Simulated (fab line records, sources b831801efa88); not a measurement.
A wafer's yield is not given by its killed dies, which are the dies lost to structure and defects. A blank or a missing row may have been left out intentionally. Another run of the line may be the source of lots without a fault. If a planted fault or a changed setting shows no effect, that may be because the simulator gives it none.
Chamber matching | flow sky130 | SKY_METAL3_ETCH_17 on rie diel-01 has 4 sister chambers
The step etches SiO2 in C4F8/O2/Ar, stops on TiN, time 3.9 s, target depth 15 nm. 16 wafers are shown with their chamber, then 8 later ones without.

## EACH WAFER AND ITS CHAMBER
wafer  | chamber | oes product au (a.u.)
L076.1 | 0       | 0.741
L076.5 | 2       | 0.742
L076.6 | 1       | 0.741
L078.3 | 2       | 0.754
L078.4 | 1       | 0.744
L078.6 | 3       | 0.756
L080.2 | 2       | 0.750
L080.5 | 2       | 0.755
L080.6 | 3       | 0.760
L081.1 | 1       | 0.753
L081.2 | 0       | 0.749
L081.6 | 1       | 0.768
L082.2 | 3       | 0.747
L082.4 | 0       | 0.755
L082.6 | 1       | 0.754
L087.3 | 2       | 0.757

SIGNATURES (averages over the wafers above)
reading        | chamber 0 | chamber 1 | chamber 2 | chamber 3 | scatter within a chamber
oes product au | 0.74833   | 0.75200   | 0.75160   | 0.75433   | 0.00803
Rule: for each reading, subtract the chamber's mean from the wafer's reading, divide by that reading's scatter and square the result; add these up over the readings and take the root, which gives the wafer's distance from the chamber. The wafer belongs to the nearest chamber; if the next one is less than 2 further off, it can't be placed. The scatter: take each reading less its chamber's mean, square it, sum over the shown wafers, divide by the number of wafers less the number of chambers, and take the root.

## WAFERS WITHOUT THEIR CHAMBER
wafer  | oes product au (a.u.)
L087.4 | 0.757
L087.6 | 0.752
L091.2 | 0.753
L091.3 | 0.754
L091.4 | 0.743
L093.4 | 0.751
L093.5 | 0.753
L093.6 | 0.746

## THE CHAMBER EACH PASSED THROUGH
wafer  | from the rows above               | in truth
L087.4 | can't be placed: 3 or 1 or 2 or 0 | 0
L087.6 | can't be placed: 1 or 2 or 3 or 0 | 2
L091.2 | can't be placed: 1 or 3 or 2 or 0 | 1
L091.3 | can't be placed: 3 or 1 or 2 or 0 | 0
L091.4 | can't be placed: 0 or 2 or 1 or 3 | 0
L093.4 | can't be placed: 2 or 1 or 0 or 3 | 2
L093.5 | can't be placed: 1 or 3 or 2 or 0 | 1
L093.6 | can't be placed: 0 or 2 or 1 or 3 | 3
Correctly placed: 0 of 8. These rows do not allow placing 8 (true chamber among the candidates in 8). Placed wrongly: 0.
